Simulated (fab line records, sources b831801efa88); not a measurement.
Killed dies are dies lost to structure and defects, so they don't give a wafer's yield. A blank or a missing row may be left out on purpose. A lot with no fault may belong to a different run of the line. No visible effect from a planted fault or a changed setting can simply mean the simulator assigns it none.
Problem report in the 8D (eight disciplines) form, filled by code | flow sky130 | the parts of the form that need people (team, actions taken, sign-off) are left out

1. THE ISSUE
heaterPowerTotalW at SKY_GATE_OXIDE_SOFTBAKE_06 reads a mean of 59.02 W on 6 wafers of 2 lots; wafers without a fault read 56.59 W with a standard deviation of 0.046. That is +53 standard deviations from the usual mean.
The step: time 60 s.
Earliest sighting: wafer L492.3 on lithoTrack-03 at day 17 04:06. Wafers with a number at this step in the record: 18, from 6 lots. The rule behind "out" and "out of limits": a value lying over 4 standard deviations away from the usual mean. Any other wafer with a number is counted as sound.

2. WHAT IT IS AND WHAT IT IS NOT
question                    | is                            | is not
which readings at this step | heaterPowerTotalW, plateTempC | chillPlateTempC
which lots                  | L492, L493                    | L482, L489, L503, L504
which wafers of those lots  | all that have a number        | -
read on which tools         | lithoTrack-03                 | lithoTrack-04
when                        | from day 17 04:06             | up to then (6 sound wafers); but 6 sound wafers of L503, L504 came after

3. WHAT RULES OUT EACH SUSPECT
Counting: any tool at a process step up to the reading is kept as a suspect provided that every lot that is out went through it and no sound lot did after the first of them.
- lithoTrack-03 at SKY_GATE_OXIDE_SOFTBAKE_06 (time 60 s): kept. It processed each lot that is out, first L492 at day 17 04:06, and no sound lot thereafter; up to then, the last sound lot it processed was L489 at day 15 21:33. On those wafers its own readings are out: heaterPowerTotalW, plateTempC.
Remaining after the count: lithoTrack-03 at SKY_GATE_OXIDE_SOFTBAKE_06.

4. THE CAUSE (what the simulator had put in)
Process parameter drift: lithoTrack-03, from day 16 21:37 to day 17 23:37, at SKY_GATE_OXIDE_SOFTBAKE_06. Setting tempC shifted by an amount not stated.
Counting left only this tool.

5. THE CHAIN OF EFFECTS, in route order
One row per reading whose mean, taken over the struck wafers that have a number, lies over 3 standard deviations from the usual. Only readings whose record carries a usual standard deviation are examined. hours: median over the lots of the time between each lot's start at the first step of this table that gives one and its start at this step. sigmas: the change, counted in usual standard deviations.
hours | step                       | reading           | usual   | on struck wafers | change | sigmas
0     | SKY_GATE_OXIDE_SOFTBAKE_06 | heaterPowerTotalW | 56.59 W | 59.02            | +2.42  | +53
0     | SKY_GATE_OXIDE_SOFTBAKE_06 | plateTempC        | 89.99 C | 92.72            | +2.73  | +25
Process steps it contains:
- SKY_GATE_OXIDE_SOFTBAKE_06: time 60 s.
Later steps that measure or inspect, where all struck wafers having a row at the step show a number for every such reading and not one has moved that far: SKY_GATE_OXIDE_OVL_MEAS_10.

6. WHAT WOULD HAVE CAUGHT IT SOONER
In this record no reading fell out of limits until day 17 04:06, 6 hours after the fault had begun at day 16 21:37.
